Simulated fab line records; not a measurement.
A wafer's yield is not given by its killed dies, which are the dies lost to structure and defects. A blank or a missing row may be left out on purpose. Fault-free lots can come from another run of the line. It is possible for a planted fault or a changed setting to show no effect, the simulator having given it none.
What tool caused it? + flow sky130 + Sampling: 10 lots, 30 wafers, 5 of 708 route steps

== WHAT THE GAUGES SHOWED, per wafer ==
SKY_VIA2_BOW_MEAS_03. Usual: VIA2_BOW typically reads 86 um, with standard deviation 7.7.
| lot  | measured     | on            | VIA2_BOW (um) | flag |
|------|--------------|---------------|---------------|------|
| L991 | day 35 00:47 | film metro-01 | 77 85 73      |      |
| L990 | day 35 00:59 | film metro-03 | 84 82 95      |      |
| L992 | day 36 16:20 | film metro-01 | 84 89 82      |      |
| L993 | day 36 16:49 | film metro-02 | 80 91 76      |      |
| L994 | day 39 23:22 | film metro-03 | 80 76 94      |      |
| L102 | day 40 05:12 | film metro-03 | 86 61 89      |      |
| L107 | day 40 10:01 | film metro-02 | 81 74 88      |      |
| L110 | day 40 22:55 | film metro-03 | 80 82 91      |      |
| L111 | day 41 01:04 | film metro-01 | 84 84 86      |      |
| L113 | day 42 01:03 | film metro-03 | 86 82 94      |      |

== WHICH TOOL RAN EACH LOT (tool, then ch and the chambers of the sampled wafers, then the start) ==
| lot  | SKY_VIA1_STRIP_16                    | SKY_VIA1_CVD_21               | SKY_METAL2_METAL_ETCH_19          | SKY_METAL2_STRIP_20                  |
|------|--------------------------------------|-------------------------------|-----------------------------------|--------------------------------------|
| L991 | plasma asher-02 ch 1, day 33 19:30   | cvd w-02 ch 0,1, day 33 20:10 | rie metal-03 ch 0,1, day 34 23:35 | plasma asher-03 ch 0,1, day 34 23:41 |
| L990 | plasma asher-03 ch 0,1, day 33 19:38 | cvd w-01 ch 0,1, day 33 20:18 | rie metal-04 ch 0,1, day 34 23:42 | plasma asher-04 ch 0,1, day 34 23:47 |
| L992 | plasma asher-03 ch 0,1, day 35 11:44 | cvd w-02 ch 0,1, day 35 12:26 | rie metal-04 ch 0,1, day 36 15:10 | plasma asher-03 ch 0,1, day 36 15:15 |
| L993 | plasma asher-02 ch 0,1, day 35 12:00 | cvd w-01 ch 0,1, day 35 12:42 | rie metal-03 ch 0,1, day 36 15:38 | plasma asher-02 ch 0,1, day 36 15:44 |
| L994 | plasma asher-03 ch 0,1, day 38 18:15 | cvd w-01 ch 0,1, day 38 21:19 | rie metal-04 ch 0,1, day 39 22:12 | plasma asher-04 ch 0,1, day 39 22:17 |
| L102 | plasma asher-01 ch 0,1, day 39 01:09 | cvd w-01 ch 0,1, day 39 01:55 | rie metal-03 ch 1, day 40 03:57   | plasma asher-02 ch 0,1, day 40 04:08 |
| L107 | plasma asher-03 ch 0,1, day 39 06:56 | cvd w-01 ch 0,1, day 39 07:37 | rie metal-04 ch 0,1, day 40 08:51 | plasma asher-02 ch 0,1, day 40 08:56 |
| L110 | plasma asher-03 ch 0,1, day 39 19:15 | cvd w-01 ch 0,1, day 39 19:54 | rie metal-02 ch 0,1, day 40 21:44 | plasma asher-03 ch 0,1, day 40 21:50 |
| L111 | plasma asher-01 ch 0,1, day 39 21:50 | cvd w-02 ch 1, day 39 22:30   | rie metal-04 ch 0,1, day 40 23:53 | plasma asher-03 ch 1, day 40 23:58   |
| L113 | plasma asher-03 ch 0,1, day 40 23:05 | cvd w-01 ch 0,1, day 40 23:48 | rie metal-02 ch 0,1, day 41 23:52 | plasma asher-02 ch 0,1, day 41 23:58 |
- SKY_VIA1_STRIP_16: strips in O2/N2.
- SKY_VIA1_CVD_21: deposits W, target thk 270 nm, time 80.902 s.
- SKY_METAL2_METAL_ETCH_19: etches the open film in Cl2/BCl3, stops on SiO2, target depth 360 nm, time 78 s.
- SKY_METAL2_STRIP_20: strips in O2/N2.

== WHAT THE TOOLS THEMSELVES READ (means of the sampled wafers that have a number; where no wafer has one, the mark that the record gives instead) ==
SKY_VIA1_STRIP_16. Usual: drypump motor current A 5.6 A, standard deviation 0.56; o2 flow sccm 3000 sccm, standard deviation 7.9; oes product au 0.415 a.u., standard deviation 0.0044; strip time to endpoint s 4.445 s, standard deviation 0.029.
| lot  | tool            | drypump motor current A (A) | o2 flow sccm (sccm) | oes product au (a.u.) | strip time to endpoint s (s) | flag |
|------|-----------------|-----------------------------|---------------------|-----------------------|------------------------------|------|
| L991 | plasma asher-02 | 5.4                         | 2991                | 0.416                 | 4.472                        |      |
| L990 | plasma asher-03 | 5.2                         | 3004                | 0.415                 | 4.435                        |      |
| L992 | plasma asher-03 | 5.5                         | 2996                | 0.419                 | 4.492                        |      |
| L993 | plasma asher-02 | 6.3                         | 2999                | 0.418                 | 4.442                        |      |
| L994 | plasma asher-03 | 5.2                         | 3003                | 0.415                 | 4.455                        |      |
| L102 | plasma asher-01 | 5.5                         | 2999                | 0.416                 | 4.422                        |      |
| L107 | plasma asher-03 | 5.2                         | 2999                | 0.413                 | 4.453                        |      |
| L110 | plasma asher-03 | 5.5                         | 3002                | 0.418                 | 4.469                        |      |
| L111 | plasma asher-01 | 5.5                         | 3005                | 0.415                 | 4.399                        |      |
| L113 | plasma asher-03 | 5.5                         | 2991                | 0.418                 | 4.446                        |      |

SKY_VIA1_CVD_21. Usual: heater power w 735 W, standard deviation 45.
| lot  | tool     | heater power w (W) | flag |
|------|----------|--------------------|------|
| L991 | cvd w-02 | 841                |      |
| L990 | cvd w-01 | 712                |      |
| L992 | cvd w-02 | 837                |      |
| L993 | cvd w-01 | 712                |      |
| L994 | cvd w-01 | 698                |      |
| L102 | cvd w-01 | 732                |      |
| L107 | cvd w-01 | 736                |      |
| L110 | cvd w-01 | 722                |      |
| L111 | cvd w-02 | 833                |      |
| L113 | cvd w-01 | 730                |      |

SKY_METAL2_METAL_ETCH_19. Usual: drypump motor current A 5.8 A, standard deviation 0.43; oes product au 0.854 a.u., standard deviation 0.0062; throttle valve pct 22.264 %, standard deviation 0.01.
| lot  | tool         | drypump motor current A (A) | oes product au (a.u.) | throttle valve pct (%) | flag |
|------|--------------|-----------------------------|-----------------------|------------------------|------|
| L991 | rie metal-03 | 5.8                         | 0.857                 | 22.266                 |      |
| L990 | rie metal-04 | 5.6                         | 0.851                 | 22.271                 |      |
| L992 | rie metal-04 | 5.4                         | 0.848                 | 22.254                 |      |
| L993 | rie metal-03 | 5.8                         | 0.859                 | 22.267                 |      |
| L994 | rie metal-04 | 5.7                         | 0.855                 | 22.258                 |      |
| L102 | rie metal-03 | 5.6                         | 0.852                 | 22.259                 |      |
| L107 | rie metal-04 | 5.4                         | 0.851                 | 22.263                 |      |
| L110 | rie metal-02 | 6.1                         | 0.851                 | 22.266                 |      |
| L111 | rie metal-04 | 5.6                         | 0.857                 | 22.267                 |      |
| L113 | rie metal-02 | 6.1                         | 0.857                 | 22.275                 |      |

SKY_METAL2_STRIP_20. Usual: drypump motor current A 5.8 A, standard deviation 0.66; o2 flow sccm 3000 sccm, standard deviation 9.4; oes product au 0.343 a.u., standard deviation 0.0055; strip time to endpoint s 2.70 s, standard deviation 0.067.
| lot  | tool            | drypump motor current A (A) | o2 flow sccm (sccm) | oes product au (a.u.) | strip time to endpoint s (s) | flag |
|------|-----------------|-----------------------------|---------------------|-----------------------|------------------------------|------|
| L991 | plasma asher-03 | 5.5                         | 3003                | 0.347                 | 2.73                         |      |
| L990 | plasma asher-04 | 6.0                         | 2996                | 0.343                 | 2.65                         |      |
| L992 | plasma asher-03 | 5.2                         | 2997                | 0.342                 | 2.72                         |      |
| L993 | plasma asher-02 | 5.8                         | 2999                | 0.339                 | 2.71                         |      |
| L994 | plasma asher-04 | 6.1                         | 2993                | 0.347                 | 2.73                         |      |
| L102 | plasma asher-02 | 5.8                         | 3002                | 0.333                 | 2.45                         | OFF  |
| L107 | plasma asher-02 | 6.3                         | 3009                | 0.342                 | 2.71                         |      |
| L110 | plasma asher-03 | 5.2                         | 3013                | 0.344                 | 2.69                         |      |
| L111 | plasma asher-03 | 4.9                         | 3006                | 0.349                 | 2.76                         |      |
| L113 | plasma asher-02 | 6.3                         | 2998                | 0.343                 | 2.67                         |      |

== THE ANSWER, worked out from the rows above alone ==
Rule: lot off if the mean of its wafers having a number is beyond 3 standard deviations from the usual mean. Also off: a lot with no number at a reading for which 4 or more lots have one. All remaining lots with rows at the step are treated as sound. First the gauges in route order, then the tools' own readings, where a lot's mean is used as printed above. The first step at which some lot is off is used, and at that step the reading that is off furthest; a lot without a number counts as furthest.
Off: L102 (SKY_METAL2_STRIP_20, strip time to endpoint s).
A tool fits if, at that step or a process step before it, it ran every lot that is off, and no sound lot after the first of them. One fits: SKY_METAL2_METAL_ETCH_19 on rie metal-03. A fault onset in the window from L993 (day 36 15:38, its last sound lot) to L102 (day 40 03:57, its first lot off) fits.

== WHAT THE SIMULATOR PUT IN ==
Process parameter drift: rie metal-03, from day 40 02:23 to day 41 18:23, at SKY_METAL2_METAL_ETCH_19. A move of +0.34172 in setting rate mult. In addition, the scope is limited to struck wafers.
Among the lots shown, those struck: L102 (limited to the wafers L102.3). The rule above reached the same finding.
